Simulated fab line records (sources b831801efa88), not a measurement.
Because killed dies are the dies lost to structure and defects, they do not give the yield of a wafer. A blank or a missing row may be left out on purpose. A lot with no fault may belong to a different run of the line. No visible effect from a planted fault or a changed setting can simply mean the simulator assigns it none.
2 desks, one fault :: flow gf180mcu :: only its own numbers are on each desk; what lay behind them is given at the end

FOR THE TOOL OWNER'S DESK: iline stepper-02
The tool's own readings at GF_NWELL_EXPOSE_04 (exposes mask Nwell, target cd 860 nm): means of the sampled wafers that have a number, for each lot that ran on this tool. If a lot's mean is further than 4 standard deviations from the usual mean, the lot is out of limits and carries the mark OUT (the distance appears in the brackets).
Columns: A = focus offset nm at GF_NWELL_EXPOSE_04, usual 0.0 nm
lot: L211
first seen here: day 5 00:15
A: -0.2

lot: L216
first seen here: day 6 04:49
A: -0.1

lot: L218
first seen here: day 6 14:07
A: 0.6
This desk found nothing out of limits on any of the 3 lots.

METROLOGY DESK
What the gauges read for every lot (on any tool): the sampled wafers with a number, averaged. If a lot's mean is further than 4 standard deviations from the usual mean, the lot is out of limits and carries the mark OUT (the distance appears in the brackets).
Columns: A = DNWELL_TW at GF_DNWELL_TW_MEAS_09, usual 1362; B = NWELL_OVL at GF_NWELL_OVL_MEAS_07, usual -0.2 nm; C = NWELL_TW at GF_NWELL_TW_MEAS_11, usual 1588; D = LVPWELL_OVL at GF_LVPWELL_OVL_MEAS_07, usual -1.4 nm; E = LVPWELL_TW at GF_LVPWELL_TW_MEAS_11, usual 565.1; F = MVSD_OVL at GF_MVSD_OVL_MEAS_07, usual -0.1 nm
lot: L206
first seen here: day 3 16:02
A: 1357
B: 1.9
C: 1595
D: -1.7
E: 563.4
F: -2.2

lot: L210
first seen here: day 4 12:26
A: 1371
B: -0.9
C: 1595
D: -1.1
E: 561.9
F: -1.5

lot: L211
first seen here: day 4 17:03
A: 1346
B: 0.4
C: 1579
D: -3.5
E: 566.2
F: -0.3

lot: L216
first seen here: day 5 21:23
A: 1354
B: 0.8
C: 1586
D: -1.9
E: 566.3
F: 0.1

lot: L218
first seen here: day 6 06:27
A: 1368
B: 0.4
C: 1588
D: -2.0
E: 565.0
F: -2.8

lot: L224
first seen here: day 7 17:08
A: 1344
B: 0.1
C: 1591
D: -1.2
E: 566.5
F: -1.4
This desk found nothing out of limits on any of the 6 lots.

PUT TOGETHER
The tool owner's desk saw nothing out of limits.
Metrology desk: nothing out of limits seen.

WHAT THE SIMULATOR PUT IN
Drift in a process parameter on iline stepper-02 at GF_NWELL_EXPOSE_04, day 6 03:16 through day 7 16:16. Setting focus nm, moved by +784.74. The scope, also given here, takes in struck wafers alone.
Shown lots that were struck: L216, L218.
